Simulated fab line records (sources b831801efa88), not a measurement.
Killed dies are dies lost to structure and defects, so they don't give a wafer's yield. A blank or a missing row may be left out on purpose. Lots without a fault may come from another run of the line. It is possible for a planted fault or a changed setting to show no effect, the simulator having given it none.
8D (eight disciplines) problem report, filled in by code	flow sky130	the parts of the form that need people (team, actions taken, sign-off) are left out

== 1. THE PROBLEM ==
Across 3 wafers from 2 lots, LI_CONTACT_W_RS at SKY_LI_CONTACT_RS_MEAS_22 averages 0.666 ohm/sq, while fault-free wafers read 0.285 ohm/sq with a standard deviation of 0.0054. That puts it +71 standard deviations away from the usual mean.
The step: measures by four-point-probe.
Seen first at day 31 21:52 on film_metro-01, wafer L330.5. Wafers with a number at this step in the record: 30, from 10 lots. Rule for "out" (also "out of limits"): further than 4 standard deviations from the usual mean. The other wafers with a number count as sound.

== 2. WHAT IT IS; WHAT IT IS NOT ==
question	is	is not
which readings at this step	LI_CONTACT_W_RS	-
which lots	L330, L332	L325, L327, L337, L338, L344, L345, L346, L347
which wafers of those lots	L330.5, L332.1, L332.5	L330.2, L330.4, L332.4
read on which gauges	film_metro-01, film_metro-02	film_metro-04
when	from day 31 21:52	up to then (8 sound wafers); but 19 sound wafers of L332, L337, L338, L344, L345, L346, L347 came after

== 3. THE SUSPECTS, EACH WITH WHAT RULES IT OUT ==
Counting: any tool at a process step up to the reading remains a suspect provided it ran every lot that is out. Sound lots after the first of them don't rule it out here, since some wafers of a struck lot are sound.
- the gauge at SKY_LI_CONTACT_RS_MEAS_22 has been ruled out. The wafers that are out were read on 2 gauges (film_metro-01, film_metro-02).
- cvd_w-01 at SKY_LI_CONTACT_CVD_21 (deposits W, target thk 400 nm, time 120.56 s): kept. Ran every lot that is out, first one L330 (day 31 21:43); last sound lot up to then L325 (day 29 22:24).
Remaining after the count: cvd_w-01 at SKY_LI_CONTACT_CVD_21.

== 4. THE CAUSE (what the simulator had put in) ==
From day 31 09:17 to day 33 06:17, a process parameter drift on cvd_w-01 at SKY_LI_CONTACT_CVD_21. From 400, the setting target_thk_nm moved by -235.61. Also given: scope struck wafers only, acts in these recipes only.
This tool alone remained once counting was done.

== 5. SEQUENCE OF EFFECTS, ordered by route ==
Each row: a reading whose mean over the struck wafers that have a number lies more than 3 standard deviations from the usual. Only readings for which the record gives a usual standard deviation are gone through. hours: the time from each lot's start at the first step in this table that gives one to its start at this step, as a median over the lots. sigmas: the change in usual standard deviations.
hours	step	reading	usual	on struck wafers	change	sigmas
0	SKY_LI_CONTACT_RS_MEAS_22	LI_CONTACT_W_RS	0.285 ohm/sq	0.666	+0.381	+71
0	SKY_LI_CONTACT_THK_MEAS_23	LI_CONTACT_W_THK	387 nm	168	-219	-29
0	SKY_LI_CONTACT_CMP_24	time_to_endpoint_s	97 s	42	-55	-15
Here are the process steps it includes:
- SKY_LI_CONTACT_CMP_24: polishes, stops on PSG, t overpolish 20 s, target thk 0 nm.

== 6. HOW IT WOULD HAVE BEEN CAUGHT EARLIER ==
In this record the first reading out of limits at a measuring or inspecting step was taken at day 31 21:52, 13 hours after the fault began at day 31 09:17.
Of the tool readings at SKY_LI_CONTACT_CVD_21 for which the record gives a usual standard deviation, none was out on any struck wafer, so an alarm limit of 4 standard deviations on them would not have fired.
Among the 2 lots that are out, L332 began SKY_LI_CONTACT_CVD_21 on cvd_w-01 after day 31 21:52. A hold on the tool at that time would have spared it.
